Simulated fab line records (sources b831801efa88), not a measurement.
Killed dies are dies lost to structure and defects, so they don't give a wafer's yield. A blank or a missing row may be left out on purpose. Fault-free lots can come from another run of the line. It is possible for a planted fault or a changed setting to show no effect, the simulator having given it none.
Which of the tools did it? -- flow sfq-line -- 14 lots with 42 wafers sampled at 3 steps, on a route of 325 steps

== WHAT THE GAUGES READ, wafer by wafer ==
SFQ_M4_RS_MEAS_924: measurement is done with a four-point probe.
lot,measured,on,M4_NB_RS (ohm/sq)
L984,day 36 10:09,film-metro-02,0.890 0.879 0.883
L985,day 36 13:46,film-metro-03,0.904 0.894 0.907
L986,day 36 17:22,film-metro-02,0.905 0.891 0.901
L988,day 37 13:56,film-metro-02,0.890 0.888 0.886
L989,day 38 05:23,film-metro-02,0.885 0.886 0.884
L990,day 38 10:11,film-metro-02,0.882 0.872 0.877
L991,day 38 12:16,film-metro-02,0.889 0.884 0.896
L995,day 39 19:13,film-metro-02,0.894 0.904 0.891
L997,day 44 19:18,film-metro-03,0.885 0.883 0.898
L101,day 45 06:44,film-metro-02,0.915 0.901 0.913
L102,day 45 09:08,film-metro-02,0.879 0.877 0.884
L105,day 45 20:40,film-metro-03,0.886 0.887 0.891
L106,day 50 04:08,film-metro-04,0.897 0.881 0.882
L107,day 50 04:14,film-metro-03,0.863 0.888 0.882

== WHICH TOOL RAN EACH LOT (tool, then ch and the chambers of the sampled wafers, then the start) ==
lot,SFQ_TRILAYER_L0_STRIP_STRIP_009,SFQ_TRILAYER_M0_ETCH_METAL_ETCH_024
L984,"rie-metal-03 ch 0,1, day 2 10:29","rie-metal-03 ch 0,1, day 8 16:37"
L985,"rie-metal-02 ch 0,1, day 2 13:05","rie-metal-03 ch 0,1, day 8 19:04"
L986,"rie-metal-01 ch 0,1, day 4 07:07","rie-metal-04 ch 0, day 11 22:04"
L988,"rie-metal-02 ch 0,1, day 5 05:36","rie-metal-03 ch 0,1, day 13 05:07"
L989,"rie-metal-02 ch 0, day 5 12:19","rie-metal-01 ch 0,1, day 13 06:22"
L990,"rie-metal-02 ch 0, day 5 16:55","rie-metal-03 ch 0,1, day 13 07:34"
L991,"rie-metal-01 ch 0,1, day 5 22:24","rie-metal-04 ch 0,1, day 13 08:43"
L995,"rie-metal-01 ch 0,1, day 7 01:59","rie-metal-04 ch 0,1, day 13 13:31"
L997,"rie-metal-01 ch 0,1, day 7 13:59","rie-metal-01 ch 0,1, day 13 17:08"
L101,"rie-metal-01 ch 0,1, day 8 20:14","rie-metal-04 ch 0,1, day 13 21:55"
L102,"rie-metal-03 ch 0,1, day 8 23:50","rie-metal-01 ch 1, day 13 23:20"
L105,"rie-metal-03 ch 0,1, day 9 15:26","rie-metal-01 ch 0,1, day 14 06:05"
L106,"rie-metal-01 ch 0,1, day 9 22:38","rie-metal-03 ch 0, day 14 10:53"
L107,"rie-metal-02 ch 1, day 10 07:02","rie-metal-01 ch 0,1, day 14 20:29"
- SFQ_TRILAYER_L0_STRIP_STRIP_009: strips in O2.
- SFQ_TRILAYER_M0_ETCH_METAL_ETCH_024: etches Nb in Cl2/Ar, stops on SiO2, target depth 240 nm, time 120 s.

== AS READ BY THE TOOLS THEMSELVES (means over the sampled wafers that have a number; for cases with no such wafer, the mark the record gives instead) ==
SFQ_TRILAYER_L0_STRIP_STRIP_009.
lot,tool,chamber-pressure-mTorr (mTorr),drypump-motor-current-A (A),oes-product-au (a.u.)
L984,rie-metal-03,49.97,5.8,1.006
L985,rie-metal-02,50.03,5.6,1.007
L986,rie-metal-01,50.00,5.7,0.992
L988,rie-metal-02,50.00,6.1,0.999
L989,rie-metal-02,49.99,6.5,1.005
L990,rie-metal-02,49.95,6.5,0.999
L991,rie-metal-01,50.00,5.8,0.984
L995,rie-metal-01,49.97,5.7,0.998
L997,rie-metal-01,50.03,5.7,0.997
L101,rie-metal-01,50.02,5.8,0.986
L102,rie-metal-03,49.99,6.1,1.013
L105,rie-metal-03,49.97,5.8,1.015
L106,rie-metal-01,50.04,5.8,0.988
L107,rie-metal-02,49.98,5.2,0.998

SFQ_TRILAYER_M0_ETCH_METAL_ETCH_024.
lot,tool,chamber-pressure-mTorr (mTorr),drypump-motor-current-A (A),oes-product-au (a.u.),run-length-s (s)
L984,rie-metal-03,9.997,5.8,0.896,148.33
L985,rie-metal-03,10.005,5.8,0.901,148.46
L986,rie-metal-04,10.002,6.3,0.893,148.73
L988,rie-metal-03,10.007,6.0,0.897,148.35
L989,rie-metal-01,9.993,5.7,0.899,148.22
L990,rie-metal-03,9.993,6.0,0.896,148.37
L991,rie-metal-04,10.000,5.9,0.885,148.75
L995,rie-metal-04,10.004,6.1,0.968,140.06
L997,rie-metal-01,9.990,5.8,0.899,148.30
L101,rie-metal-04,9.995,6.1,0.960,139.98
L102,rie-metal-01,10.003,5.7,0.893,148.38
L105,rie-metal-01,10.002,5.8,0.899,148.09
L106,rie-metal-03,10.003,5.6,0.905,148.35
L107,rie-metal-01,9.993,5.8,0.900,148.45

== THE ANSWER, worked out from the rows above alone ==
Rule: the lots themselves supply what counts as usual. Put in order of their means at a reading, lots are off if they are a third of the lots or fewer, leave a main group of 4 or more, and stand apart from it by a gap of 3 or more times the standard deviation of the main group's means; of several such gaps the widest counts. A main group is skipped when, at the precision printed for the reading in the tables above, its means are all equal. A lot without any number at a reading at which 4 lots or more have one is off too. Where the step has rows for the other lots, those lots are counted as sound. First the gauges in route order, then the tools' own readings, where a lot's mean is used as printed above. At the first step where some lot is off, the reading lying furthest off is the one used; lots without a number count as furthest.
Off, at SFQ_TRILAYER_M0_ETCH_METAL_ETCH_024 on run-length-s: L995, L101. Mean 148.40 s and standard deviation 0.18 in the main group.
A tool fits if, at that step or a process step before it, it ran every lot that is off, and no sound lot after the first of them. One fits: SFQ_TRILAYER_M0_ETCH_METAL_ETCH_024 on rie-metal-04. Its last sound lot is L991 (day 13 08:43), its first lot that is off L995 (day 13 13:31): a fault that began between those two fits.
The tool's own readings at SFQ_TRILAYER_M0_ETCH_METAL_ETCH_024 bear it out: on the lots that are off they differ by more than 5 times the standard deviation of the sound lots' means. oes-product-au reads 0.964 a.u. there against 0.897 a.u. on the sound lots; run-length-s reads 140.02 s there against 148.40 s on the sound lots.

== WHAT HAD BEEN PUT IN BY THE SIMULATOR ==
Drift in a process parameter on rie-metal-04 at SFQ_TRILAYER_M0_ETCH_METAL_ETCH_024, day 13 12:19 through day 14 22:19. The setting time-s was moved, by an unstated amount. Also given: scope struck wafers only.
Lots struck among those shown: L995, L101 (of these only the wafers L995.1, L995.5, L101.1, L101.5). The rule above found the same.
